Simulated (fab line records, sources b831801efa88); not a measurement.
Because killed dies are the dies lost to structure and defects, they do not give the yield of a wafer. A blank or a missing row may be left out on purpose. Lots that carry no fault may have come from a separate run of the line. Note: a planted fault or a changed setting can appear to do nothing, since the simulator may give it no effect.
The tool behind it: which one? :: flow sky130 :: 14 lots, 41 wafers sampled, at 1 step of a route of 708

## WHAT THE GAUGES READ, wafer by wafer
No reading from a measuring or inspecting step in the record can be judged against a usual standard deviation.

## WHICH TOOL RAN EACH LOT (tool, then ch and the chambers of the sampled wafers, then the start)
lot: L316
SKY_VIA2_ETCH_15: rie_diel-02 ch 0,1,2, day 37 02:35

lot: L317
SKY_VIA2_ETCH_15: rie_diel-01 ch 0,1,2, day 37 02:56

lot: L318
SKY_VIA2_ETCH_15: rie_diel-03 ch 0,1,2, day 37 06:29

lot: L319
SKY_VIA2_ETCH_15: rie_diel-03 ch 0,2,3, day 37 16:14

lot: L320
SKY_VIA2_ETCH_15: rie_diel-03 ch 0,1,3, day 37 21:26

lot: L321
SKY_VIA2_ETCH_15: rie_diel-02 ch 1,2,3, day 38 13:02

lot: L323
SKY_VIA2_ETCH_15: rie_diel-02 ch 1,2,3, day 38 20:34

lot: L324
SKY_VIA2_ETCH_15: rie_diel-03 ch 0,1,3, day 39 05:05

lot: L327
SKY_VIA2_ETCH_15: rie_diel-02 ch 0,1, day 40 05:34

lot: L328
SKY_VIA2_ETCH_15: rie_diel-03 ch 0,3, day 40 10:17

lot: L329
SKY_VIA2_ETCH_15: rie_diel-01 ch 0,2,3, day 40 13:20

lot: L330
SKY_VIA2_ETCH_15: rie_diel-02 ch 0,2, day 40 22:29

lot: L336
SKY_VIA2_ETCH_15: rie_diel-03 ch 1,2, day 42 12:19

lot: L337
SKY_VIA2_ETCH_15: rie_diel-01 ch 1,2,3, day 42 23:46
- SKY_VIA2_ETCH_15: etches SiO2 in C4F8/O2/Ar, stops on TiN, target depth 546 nm, time 84 s.

## WHAT THE TOOLS THEMSELVES READ (means of the sampled wafers that have a number; where no wafer has one, the mark that the record gives instead)
SKY_VIA2_ETCH_15. Usual: bias_w 1200 W, standard deviation 3.6; oes_product_au 0.939 a.u., standard deviation 0.005; rf_fwd_power_W 1489 W, standard deviation 5.1.
lot: L316
tool: rie_diel-02
bias_w (W): 1205
oes_product_au (a.u.): 0.941
rf_fwd_power_W (W): 1492
flag: 

lot: L317
tool: rie_diel-01
bias_w (W): 1203
oes_product_au (a.u.): 0.935
rf_fwd_power_W (W): 1489
flag: 

lot: L318
tool: rie_diel-03
bias_w (W): 1199
oes_product_au (a.u.): 0.941
rf_fwd_power_W (W): 1495
flag: 

lot: L319
tool: rie_diel-03
bias_w (W): 1200
oes_product_au (a.u.): 0.940
rf_fwd_power_W (W): 1484
flag: 

lot: L320
tool: rie_diel-03
bias_w (W): 1199
oes_product_au (a.u.): 0.934
rf_fwd_power_W (W): 1489
flag: 

lot: L321
tool: rie_diel-02
bias_w (W): 1201
oes_product_au (a.u.): 0.944
rf_fwd_power_W (W): 1490
flag: 

lot: L323
tool: rie_diel-02
bias_w (W): 1201
oes_product_au (a.u.): 0.934
rf_fwd_power_W (W): 1490
flag: 

lot: L324
tool: rie_diel-03
bias_w (W): 1198
oes_product_au (a.u.): 0.940
rf_fwd_power_W (W): 1490
flag: 

lot: L327
tool: rie_diel-02
bias_w (W): 1196
oes_product_au (a.u.): 0.948
rf_fwd_power_W (W): 1731
flag: OFF

lot: L328
tool: rie_diel-03
bias_w (W): 1202
oes_product_au (a.u.): 0.939
rf_fwd_power_W (W): 1487
flag: 

lot: L329
tool: rie_diel-01
bias_w (W): 1199
oes_product_au (a.u.): 0.938
rf_fwd_power_W (W): 1489
flag: 

lot: L330
tool: rie_diel-02
bias_w (W): 1201
oes_product_au (a.u.): 0.939
rf_fwd_power_W (W): 1730
flag: OFF

lot: L336
tool: rie_diel-03
bias_w (W): 1200
oes_product_au (a.u.): 0.942
rf_fwd_power_W (W): 1493
flag: 

lot: L337
tool: rie_diel-01
bias_w (W): 1200
oes_product_au (a.u.): 0.939
rf_fwd_power_W (W): 1496
flag: 

## THE ANSWER, worked out from the rows above alone
Rule: take the mean of a lot's wafers that have a number; if it is more than 3 standard deviations from the usual mean, the lot is off. Also off: a lot with no number at a reading for which 4 or more lots have one. All remaining lots with rows at the step are treated as sound. The gauges are gone through in route order, then the tools' own readings, and for those a lot's mean is taken as printed above. The first step at which some lot is off is used, and at that step the reading that is off furthest; a lot without a number counts as furthest.
Off at SKY_VIA2_ETCH_15 (rf_fwd_power_W): L327, L330.
A tool fits if, at that step or a process step before it, it ran every lot that is off, and no sound lot after the first of them. One candidate fits, namely rie_diel-02 at SKY_VIA2_ETCH_15. Its last sound lot is L323 (day 38 20:34), its first lot that is off L327 (day 40 05:34): a fault that began between those two fits.
On the lots that are off, the tool's own readings at SKY_VIA2_ETCH_15 differ by more than 5 times the standard deviation of the sound lots' means, which bears it out; rf_fwd_power_W reads 1730 W there versus 1490 W on the sound lots.

## WHAT WAS PUT IN BY THE SIMULATOR
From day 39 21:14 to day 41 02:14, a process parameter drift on rie_diel-02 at SKY_VIA2_ETCH_15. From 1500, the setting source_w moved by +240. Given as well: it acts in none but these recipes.
Lots struck among those shown: L327, L330. The rule above reached the same finding.
